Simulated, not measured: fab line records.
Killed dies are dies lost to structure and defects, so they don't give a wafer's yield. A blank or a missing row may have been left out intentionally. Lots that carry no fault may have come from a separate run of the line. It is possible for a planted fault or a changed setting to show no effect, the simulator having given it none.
One fault through the eyes of 2 desks	flow sfq-line	numbers are kept per desk, each desk with only its own; the story behind them comes last

AT THE TOOL OWNER'S DESK: cmp-01
The tool's own readings at SFQ_TRILAYER_I0_CMP_CMP_028 (polishes SiO2): means of the sampled wafers that have a number, for each lot that ran on this tool. Any lot whose mean is over 4 standard deviations away from the usual mean is out of limits and marked OUT; that distance is given in the brackets.
Columns: A = edge-zone-pressure-frac at SFQ_TRILAYER_I0_CMP_CMP_028, usual 1.000; B = motor-current-A at SFQ_TRILAYER_I0_CMP_CMP_028, usual 10.2 A; C = retaining-ring-pressure-frac at SFQ_TRILAYER_I0_CMP_CMP_028, usual 1.000; D = time-to-endpoint-s at SFQ_TRILAYER_I0_CMP_CMP_028, usual 215 s
lot	first seen here	A	B	C	D
L766	day 8 06:43	0.999	10.2	1.001	208
L767	day 8 10:43	1.002	10.2	1.006	213
L771	day 9 09:05	1.000	10.1	1.001	217
L773	day 10 00:05	1.002	10.5	1.002	170 (-5.0) OUT
L775	day 10 15:05	0.998	10.9	1.002	192
L784	day 12 22:55	1.001	10.9	1.004	220
L788	day 14 05:28	1.000	10.5	1.000	217
This desk's verdict: out of limits on L773, starting with L773 at day 10 00:05 (time-to-endpoint-s at SFQ_TRILAYER_I0_CMP_CMP_028). L766, L767, L771, L775, L784, L788: within limits.

FROM THE METROLOGY DESK
What the gauges read, lot by lot, whatever tool the lot ran on: means of the sampled wafers that have a number. Any lot whose mean is over 4 standard deviations away from the usual mean is out of limits and marked OUT; that distance is given in the brackets.
Columns: A = I0_OVL at SFQ_I0_OVL_MEAS_908, usual 0 nm
lot	first seen here	A
L766	day 10 07:25	0
L767	day 10 11:01	-2
L769	day 10 19:25	1
L771	day 11 16:55	-1
L773	day 12 10:52	10
L774	day 12 15:41	4
L775	day 13 03:14	-5
L776	day 13 08:01	-7
L784	day 15 15:13	-1
L785	day 15 22:25	3
L786	day 16 09:13	2
L787	day 16 22:51	-5
L788	day 17 00:02	8
L789	day 17 04:50	-11
Result from this desk: across the 14 lots, nothing is out of limits.

TAKEN TOGETHER
An alarm could have come from the tool owner's desk at day 10 00:05, on L773.
Metrology desk: nothing out of limits seen.
The metrology desk holds a record of L773, inside its limits.
SFQ_TRILAYER_I0_CMP_CMP_028 was run on cmp-01 by each of the lots named.

WHAT THE SIMULATOR HAD PUT IN
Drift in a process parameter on cmp-01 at SFQ_TRILAYER_I0_CMP_CMP_028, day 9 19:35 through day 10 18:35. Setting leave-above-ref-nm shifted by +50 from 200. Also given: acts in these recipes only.
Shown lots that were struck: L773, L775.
Each desk's first reading out of limits, in hours after the fault started: the tool owner's desk, 4.
